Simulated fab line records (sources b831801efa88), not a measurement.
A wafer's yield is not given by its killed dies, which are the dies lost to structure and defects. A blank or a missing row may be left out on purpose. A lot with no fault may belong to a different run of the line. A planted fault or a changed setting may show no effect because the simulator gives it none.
Problem report, 8D (eight disciplines) form, completed by code -- flow gf180mcu -- the parts of the form that need people (team, actions taken, sign-off) are left out

== 1. PROBLEM STATEMENT ==
run-length-s at GF_M3_SOFTBAKE_10 reads a mean of 92.85 s on 2 wafers of 2 lots; wafers without a fault read 89.23 s with a standard deviation of 0.13. That is +28 standard deviations from the usual mean.
The step: time 60 s.
Seen first at day 26 22:16 on litho-track-04, wafer L810.6. The record has a number at this step for 42 wafers belonging to 14 lots. Rule for "out" (also "out of limits"): further than 4 standard deviations from the usual mean. The other wafers with a number count as sound.

== 2. WHAT IT IS AND WHAT IT IS NOT ==
question,is,is not
which readings at this step,run-length-s,resist-line-temp-C
which lots,"L810, L815","L792, L793, L794, L796, L798, L800, L801, L802, L804, L805, L806, L807"
which wafers of those lots,"L810.6, L815.6","L810.3, L810.5, L815.3, L815.4"
read on which tools,litho-track-04,"litho-track-01, litho-track-02"
when,from day 26 22:16,up to then (38 sound wafers); but 2 sound wafers of L815 came after

== 3. SUSPECTS, AND WHAT RULES EACH OUT ==
Counting: if a tool at a process step up to the reading ran every lot that is out, it stays a suspect. Sound lots after the first of them don't rule it out here, since some wafers of a struck lot are sound.
- litho-track-04 at GF_M3_SOFTBAKE_10 (time 60 s): kept. Every lot that is out went through it, the first being L810 (day 26 22:16); the last sound lot it ran before that was L806 (day 25 17:10). Out on those wafers are its own readings of run-length-s.
Left after counting: litho-track-04 at GF_M3_SOFTBAKE_10.

== 4. THE CAUSE (what the simulator had put in) ==
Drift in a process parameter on litho-track-04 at GF_M3_SOFTBAKE_10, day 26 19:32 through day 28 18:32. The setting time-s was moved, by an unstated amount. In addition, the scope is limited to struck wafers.
After counting, this tool was the only one left.

== 5. SEQUENCE OF EFFECTS, ordered by route ==
Each row: a reading whose mean over the struck wafers that have a number lies more than 3 standard deviations from the usual. Readings are gone through only where the record gives a usual standard deviation; hours: the median, over the lots, of the time from a lot's start at the first step in this table giving one to that lot's start at this step; sigmas: the change measured in usual standard deviations.
hours,step,reading,usual,on struck wafers,change,sigmas
0,GF_M3_SOFTBAKE_10,run-length-s,89.23 s,92.85,+3.62,+28
Its process steps:
- GF_M3_SOFTBAKE_10: time 60 s.

== 6. HOW IT WOULD HAVE BEEN CAUGHT EARLIER ==
In this record the first reading out of limits was taken at day 26 22:16, 3 hours after the fault began at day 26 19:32.
